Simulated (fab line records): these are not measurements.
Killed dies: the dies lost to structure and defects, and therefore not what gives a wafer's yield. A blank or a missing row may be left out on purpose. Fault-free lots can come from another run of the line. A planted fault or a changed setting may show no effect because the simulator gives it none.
fab line records	flow sky130
record: lots: 6	wafers: 18	lastDay: 51
route steps=708 shown VIA2@510 PAD_OPEN@708
lots that met no fault: taken from a fault-free run of the same line
startH: start of the lot's first displayed wafer, in hours after the record's first day	waitH: hours elapsed since this lot's preceding step	" same as the row above	L1.1+2: a single row standing in for several wafers	- either no value or no given start	* or withheld: withheld	< > ~ a bound
route shown NAME@n: names a module that has steps shown in the file, with the first one's number in the route	usual: mean/standard deviation taken from wafers without a fault	same: alike in all rows	chamber/n: place in a boat	sites: each site's reading	_std_site: the values' standard deviation	_edge_site: inner sites' mean taken away from outer sites' mean	radiusMm: how far each site lies from the wafer's centre	mask NAME#n: copy n	behind: the most recent tool/chamber to have shaped the wafer	hold: why the lot went on hold/how many hours it stayed there/how the hold came to an end	device: names the non-switching transistor (n, p or np)	end of line: tests of these same wafers at the route's end	a step given without rows: its recipe and nothing more	killed: at the first sort, the dies lost to defects and structure; wafer yield is something else	map: a wafer's dies, marking killed ones x, the rest . and places with no die _
set.NAME: the run value of the setting; set.NAME@STEP: its run value at that earlier step	model.NAME: the simulator's own value behind a step, which no gauge read
lots seen at some steps along the route; tables by step, rows by wafer
services: the hour from which a tool's chamber was out of use, counted from the record's first day as startH (under 0 if before that day), plus the number of hours and why
== steps ==
step: SKY_VIA2_BOW_MEAS_03
recipe: mode: bow
usual: VIA2_BOW: 86/8.1
lot.wafer	tool	chamber	startH	waitH	VIA2_BOW[um]
L607.1	filmMetro-02	-	842.07	0.2	83
L607.3	"	-	"	"	83
L607.6	"	-	"	"	84
L608.2	filmMetro-02	-	853.31	0.1	93
L608.5	"	-	"	"	80
L608.6	"	-	"	"	81
L610.3	filmMetro-02	-	868.26	0.2	91
L610.4	"	-	"	"	91
L610.5	"	-	"	"	77
L612.1	filmMetro-04	-	877.72	0.2	87
L612.2	"	-	"	"	93
L612.3	"	-	"	"	76
L627.4	filmMetro-04	-	986.80	0.3	79
L627.5	"	-	"	"	80
L627.6	"	-	"	"	91
L629.1	filmMetro-02	-	996.76	0.2	76
L629.2	"	-	"	"	84
L629.4	"	-	"	"	83
step: SKY_VIA2_DEHYDRATE_04
recipe: tempC: 200	timeS: 60
step: SKY_VIA2_HMDS_05
recipe: primeTimeS: 60	primeTempC: 120
step: SKY_VIA2_COAT_06
recipe: resist: BARC	tempC: withheld	timeS: withheld	spinRpm: 3000	resistThkNm: 60
step: SKY_VIA2_COAT_07
recipe: resist: KrF-thick	spinRpm: 3000	resistThkNm: 450
step: SKY_VIA2_SOFTBAKE_08
recipe: tempC: 100	timeS: 90	resist: KrF-thick
step: SKY_VIA2_EXPOSE_09
recipe: maskId: VIM2	na: 0.8	sourceShape: annular	sigmaInner: 0.55	sigmaOuter: 0.85	targetCdNm: 200	doseMj: 38
step: SKY_VIA2_PEB_10
recipe: pebTempC: withheld	pebTimeS: withheld	resist: KrF-thick
step: SKY_VIA2_DEVELOP_11
recipe: developTimeS: 60	resist: KrF-thick	devTempC: 21
step: SKY_VIA2_CD_MEAS_12
recipe: targetCdNm: 200
usual: cdNm: 199.8/1.6
lot.wafer	tool	chamber	startH	waitH	cdNm
L607.1	cdSem-02	-	868.86	-	197.1
L607.3	"	-	"	"	198.4
L607.6	"	-	"	"	197.5
L608.2	cdSem-01	-	879.59	-	195.8
L608.5	"	-	"	"	197.5
L608.6	"	-	"	"	196.5
L610.3	cdSem-01	-	895.29	-	201.4
L610.4	"	-	"	"	200.8
L610.5	"	-	"	"	200.3
L612.1	cdSem-01	-	904.15	-	199.0
L612.2	"	-	"	"	198.7
L612.3	"	-	"	"	199.2
L627.4	cdSem-01	-	1010.11	-	198.0
L627.5	"	-	"	"	197.5
L627.6	"	-	"	"	199.1
L629.1	cdSem-02	-	1020.10	-	199.2
L629.2	"	-	"	"	199.1
L629.4	"	-	"	"	199.3
step: SKY_VIA2_OVL_MEAS_13
usual: VIA2_OVL: 2/5.6
lot.wafer	tool	chamber	startH	waitH	VIA2_OVL[nm]
L607.1	overlay-01	-	868.98	0.1	7
L607.3	"	-	"	"	2
L607.6	"	-	"	"	5
L608.2	overlay-02	-	879.69	0.1	5
L608.5	"	-	"	"	3
L608.6	"	-	"	"	3
L610.3	overlay-01	-	895.38	0.1	10
L610.4	"	-	"	"	6
L610.5	"	-	"	"	16
L612.1	overlay-02	-	904.27	0.1	3
L612.2	"	-	"	"	0
L612.3	"	-	"	"	-4
L627.4	overlay-01	-	1010.19	0.1	6
L627.5	"	-	"	"	10
L627.6	"	-	"	"	11
L629.1	overlay-01	-	1020.22	0.1	-7
L629.2	"	-	"	"	-1
L629.4	"	-	"	"	-6
step: SKY_VIA2_ETCH_14
recipe: chemistry: N2/H2	target: BARC	ionEnergyEv: 200	sourceW: 500	biasW: 100	pressureMtorr: 30	n2FlowSccm: 100	h2FlowSccm: 200	stopOn: SiO2	timeS: 45.9	targetDepthA: 600
usual: biasW: 100.01/0.3	drypumpMotorCurrentA: 5.7/0.55	oesProductAu: 0.855/0.0048	throttleValvePct: 13.225/0.0085
lot.wafer	tool	chamber	startH	waitH	biasW	drypumpMotorCurrentA	oesProductAu	rfHoursCounterH	throttleValvePct
L607.1	rieDiel-03	0	869.02	0.0	99.63	5.2	0.850	15	13.216
L607.3	"	3	"	"	99.99	5.4	0.855	-	13.235
L607.6	"	0	"	"	99.66	5.2	0.863	-	13.231
L608.2	rieDiel-01	1	879.72	0.0	100.11	6.6	0.853	9	13.251
L608.5	"	0	"	"	99.96	5.9	0.852	-	13.224
L608.6	"	1	"	"	99.86	6.6	0.857	-	13.224
L610.3	rieDiel-03	3	895.40	0.0	99.77	5.4	0.856	13	13.214
L610.4	"	0	"	"	99.65	5.2	0.859	-	13.229
L610.5	"	1	"	"	99.93	5.8	0.857	-	13.215
L612.1	rieDiel-03	3	904.30	0.0	100.29	5.4	0.854	14	13.227
L612.2	"	1	"	"	99.52	5.8	0.852	1	13.234
L612.3	"	0	"	"	99.76	5.2	0.859	17	13.219
L627.4	rieDiel-01	1	1010.21	0.0	100.41	6.6	0.856	11	13.234
L627.5	"	3	"	"	99.16	5.3	0.846	-	13.224
L627.6	"	0	"	"	100.22	5.9	0.852	-	13.233
L629.1	rieDiel-01	2	1020.25	0.0	99.92	4.7	0.859	9	13.238
L629.2	"	3	"	"	99.94	5.2	0.857	20	13.233
L629.4	"	1	"	"	100.02	6.6	0.848	11	13.240
step: SKY_VIA2_ETCH_15
recipe: target: SiO2	chemistry: C4F8/O2/Ar	targetDepthNm: 546	stopOn: TiN	maskMaterial: KrF-thick	sourceW: 1500	biasW: 1200	pressureMtorr: 40	c4f8FlowSccm: withheld	O2_flow_sccm: 6	Ar_flow_sccm: 300	timeS: 84
usual: biasW: 1201/3.3	oesProductAu: 0.939/0.0046
lot.wafer	tool	chamber	startH	waitH	biasW	oesProductAu
L607.1	rieDiel-03	0	869.08	0.0	1199	0.937
L607.3	"	3	"	"	1204	0.941
L607.6	"	0	"	"	1204	0.939
L608.2	rieDiel-01	1	879.76	0.0	1205	0.935
L608.5	"	0	"	"	1197	0.940
L608.6	"	1	"	"	1205	0.941
L610.3	rieDiel-03	3	895.44	0.0	1199	0.939
L610.4	"	0	"	"	1199	0.940
L610.5	"	1	"	"	1203	0.935
L612.1	rieDiel-03	3	904.34	0.0	1201	0.939
L612.2	"	1	"	"	1206	0.939
L612.3	"	0	"	"	1201	0.946
L627.4	rieDiel-01	1	1010.25	0.0	1260	0.937
L627.5	"	3	"	"	1194	0.944
L627.6	"	0	"	"	1201	0.935
L629.1	rieDiel-01	2	1020.30	0.0	1198	0.933
L629.2	"	3	"	"	1201	0.937
L629.4	"	1	"	"	1264	0.950
step: SKY_VIA2_STRIP_16
recipe: chemistry: O2/N2	powerW: 1400	pressureMtorr: 1500	platenTempC: withheld	o2FlowSccm: 3000	n2FlowSccm: 300	overashFraction: 0.5
usual: drypumpMotorCurrentA: 5.8/0.34	oesProductAu: 0.399/0.0047	stripTimeToEndpointS: 4.040/0.023
lot.wafer	tool	chamber	startH	waitH	drypumpMotorCurrentA	oesProductAu	rfHoursCounterH	stripTimeToEndpointS
L607.1	plasmaAsher-03	1	869.18	0.1	5.2	0.407	73	4.030
L607.3	"	1	"	"	5.2	0.392	-	4.003
L607.6	"	0	"	"	5.3	0.402	-	4.011
L608.2	plasmaAsher-02	0	879.83	0.0	5.6	0.403	110	4.044
L608.5	"	0	"	"	5.7	0.394	-	4.047
L608.6	"	1	"	"	6.1	0.396	-	4.041
L610.3	plasmaAsher-04	0	895.54	0.1	5.6	0.397	-	4.042
L610.4	"	1	"	"	6.3	0.404	-	4.045
L610.5	"	0	"	"	5.6	0.395	-	4.025
L612.1	plasmaAsher-04	1	904.41	0.0	6.2	0.401	17	4.016
L612.2	"	0	"	"	5.6	0.391	17	4.034
L612.3	"	0	"	"	5.6	0.396	-	4.028
L627.4	plasmaAsher-04	1	1010.35	0.1	6.2	0.390	-	4.043
L627.5	"	1	"	"	6.3	0.400	-	4.053
L627.6	"	0	"	"	5.6	0.403	-	4.046
L629.1	plasmaAsher-04	0	1020.36	0.0	5.6	0.403	29	4.056
L629.2	"	1	"	"	6.3	0.394	29	4.045
L629.4	"	0	"	"	5.6	0.404	-	4.064
step: SKY_PAD_OPEN_PROBE_99
usual: defectLimitedYield: 82.8/2.1	killed_at_M0_to_M3: 43/7.3	killed_at_M4_up: 3.4/2.1	killedAtContacts: 24/5.9	killedAtFrontEnd: 14/4	killedAtOther: 0.3/0.54	killedDies: 85/10	killedOpen: 46/7.7	killedShort: 38/6	sort_bin_3_pad_short: 0.8/0.48	sort_bin_5_function: 10.2/1.7	sort_bin_6_memory: 6.2/1.1	sortNPass: 407/10	sortYieldPct: 82.8/2.1
same: grossDies: 492	killedAtBackSide: 0	sort_bin_4_leakage[%]: 0	sort_bin_8_speed[%]: 0
lot.wafer	tool	chamber	startH	waitH	defectLimitedYield[%]	killed_at_M0_to_M3	killed_at_M4_up	killedAtContacts	killedAtFrontEnd	killedAtOther	killedDies	killedOpen	killedShort	sort_bin_3_pad_short[%]	sort_bin_5_function[%]	sort_bin_6_memory[%]	sortNPass	sortYieldPct[%]
L607.1	prober-02	-	1100.16	0.1	83.1	39	4	26	14	0	83	38	45	0.8	10.8	5.3	409	83.1
L607.3	prober-02	-	1100.26	0.2	81.3	39	13	23	17	0	92	54	38	0.4	9.8	8.5	400	81.3
L607.6	prober-02	-	1100.41	0.2	83.3	38	2	24	18	0	82	47	35	0.2	8.7	7.7	410	83.3
L608.2	prober-02	-	1107.62	0.1	81.9	36	7	28	16	2	89	46	42	1.0	10.0	7.1	403	81.9
L608.5	prober-02	-	1107.77	0.2	84.1	36	4	18	19	1	78	46	31	0.6	11.2	4.1	414	84.1
L608.6	prober-02	-	1107.82	0.2	83.5	41	2	25	12	1	81	46	35	1.4	9.8	5.3	411	83.5
L612.1	prober-01	-	1128.22	0.1	81.7	42	4	27	15	2	90	51	39	1.2	8.7	8.3	402	81.7
L612.2	prober-01	-	1128.27	0.1	87.6	36	2	12	11	0	61	28	33	0.4	7.5	4.5	431	87.6
L612.3	prober-01	-	1128.32	0.2	87.0	36	2	16	10	0	64	34	30	1.0	8.1	3.9	428	87.0
L627.4	prober-02	-	1206.19	0.2	83.7	37	1	25	17	0	80	43	37	1.0	9.8	5.5	412	83.7
L627.5	prober-02	-	1206.24	0.2	84.8	37	3	23	12	0	75	34	41	0.2	10.6	4.5	417	84.8
L627.6	prober-02	-	1206.29	0.2	80.1	53	2	27	16	0	98	52	44	1.2	13.4	5.3	394	80.1
killed by level:class
L607.1 CONTACT:geometricParticle:open=9 METAL2:geometricParticle:short=8 LI_CONTACT:geometricParticle:open=6 METAL3:geometricParticle:short=6 LOCAL_INTERCONNECT:geometricParticle:short=5 CONTACT:geometricParticle:short=5 VIA2:geometricParticle:open=5 VIA2:geometricParticle:short=4
L607.3 VIA1:geometricParticle:open=11 LI_CONTACT:geometricParticle:open=10 VIA2:geometricParticle:open=9 METAL4:geometricParticle:short=8 FIELD_ISO:geometricParticle:short=6 CONTACT:geometricParticle:short=6 CONTACT:geometricParticle:open=6 METAL1:geometricParticle:short=5
L607.6 LI_CONTACT:geometricParticle:open=11 CONTACT:geometricParticle:open=7 VIA1:geometricParticle:open=7 METAL2:geometricParticle:short=7 VIA2:geometricParticle:short=6 VIA3:geometricParticle:open=5 FIELD_ISO:geometricParticle:open=4 FIELD_ISO:geometricParticle:short=4
L608.2 CONTACT:geometricParticle:open=15 VIA2:geometricParticle:open=9 METAL2:geometricParticle:short=6 METAL4:geometricParticle:short=6 LOCAL_INTERCONNECT:geometricParticle:short=5 FIELD_ISO:geometricParticle:short=4 SPACER:geometricParticle:open=4 METAL1:geometricParticle:short=4
L608.5 LI_CONTACT:geometricParticle:open=10 VIA1:geometricParticle:open=9 VIA3:geometricParticle:open=6 METAL1:geometricParticle:short=5 FIELD_ISO:geometricParticle:short=4 VIA1:geometricParticle:short=4 SPACER:geometricParticle:open=4 METAL4:geometricParticle:short=4
L608.6 LI_CONTACT:geometricParticle:open=9 CONTACT:geometricParticle:open=8 VIA2:geometricParticle:open=8 VIA1:geometricParticle:open=7 VIA3:geometricParticle:open=6 CONTACT:geometricParticle:short=5 METAL3:geometricParticle:short=5 METAL1:geometricParticle:short=4
L612.1 CONTACT:geometricParticle:open=12 VIA1:geometricParticle:open=8 VIA3:geometricParticle:open=7 METAL3:geometricParticle:short=6 LOCAL_INTERCONNECT:geometricParticle:short=6 FIELD_ISO:geometricParticle:open=5 METAL2:geometricParticle:short=5 VIA2:geometricParticle:open=5
L612.2 VIA2:geometricParticle:open=8 VIA3:geometricParticle:open=6 POLY_GATE:geometricParticle:short=5 VIA3:geometricParticle:short=5 LI_CONTACT:geometricParticle:open=4 METAL1:geometricParticle:short=4 CONTACT:geometricParticle:short=3 VIA2:geometricParticle:short=3
L612.3 CONTACT:geometricParticle:open=7 VIA1:geometricParticle:open=7 METAL2:geometricParticle:short=6 METAL1:geometricParticle:short=5 VIA3:geometricParticle:open=5 VIA1:geometricParticle:short=5 LOCAL_INTERCONNECT:geometricParticle:short=4 VIA2:geometricParticle:open=4
L627.4 VIA2:geometricParticle:open=8 POLY_GATE:geometricParticle:open=6 LI_CONTACT:geometricParticle:open=6 VIA2:geometricParticle:short=6 VIA3:geometricParticle:open=6 LOCAL_INTERCONNECT:geometricParticle:short=5 CONTACT:geometricParticle:open=5 FIELD_ISO:geometricParticle:open=4
L627.5 VIA1:geometricParticle:open=8 FIELD_ISO:geometricParticle:short=6 VIA1:geometricParticle:short=6 LI_CONTACT:geometricParticle:open=6 CONTACT:geometricParticle:short=6 VIA2:geometricParticle:open=6 LI_CONTACT:geometricParticle:short=4 METAL2:geometricParticle:short=4
L627.6 VIA1:geometricParticle:open=11 LI_CONTACT:geometricParticle:open=10 VIA2:geometricParticle:open=9 VIA3:geometricParticle:open=8 CONTACT:geometricParticle:open=6 VIA1:geometricParticle:short=6 POLY_GATE:geometricParticle:short=5 METAL1:geometricParticle:short=5
== services ==
tool	chamber	startH	hours	kind
rieDiel-03	1	855.40	-	clean
rieDiel-03	1	855.40	20.1	scheduledDown
rieDiel-03	1	855.40	20.1	ventCycle
plasmaAsher-02	-	864.67	2.8	pm
rieDiel-03	2	866.25	7.1	repair
rieDiel-03	2	875.53	-	clean
rieDiel-03	2	875.53	20.9	scheduledDown
rieDiel-03	2	875.53	20.9	ventCycle
rieDiel-01	1	885.17	14.6	repair
rieDiel-01	3	887.79	10.2	repair
rieDiel-01	1	904.28	33.7	repair
rieDiel-01	2	908.80	7.6	repair
rieDiel-03	1	967.43	4.4	repair
plasmaAsher-03	-	984.82	0.7	repair
rieDiel-03	0	989.05	4.8	repair
rieDiel-03	3	997.09	11.6	repair
plasmaAsher-03	-	997.94	0.3	repair
plasmaAsher-03	-	1000.28	14.6	pm
plasmaAsher-02	-	1012.35	2.1	repair
== key ==
firstSign: step: SKY_VIA2_ETCH_15	reading: biasW	direction: up	sigmas: 18	usual: 1201	struck: 1262
effect none on later readings
metAt SKY_VIA2_ETCH_15
struckWafers L627.4,L629.4
onsetBetween 879.76 1010.25
fault: kind: processParameterDrift	tool: rieDiel-01	chamber: 1	onsetH: 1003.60	steps: SKY_VIA2_ETCH_15	channel: biasW	offset: 60.736	shape: step	endH: 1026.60	actsIn: theseRecipesOnly	stated: 1200
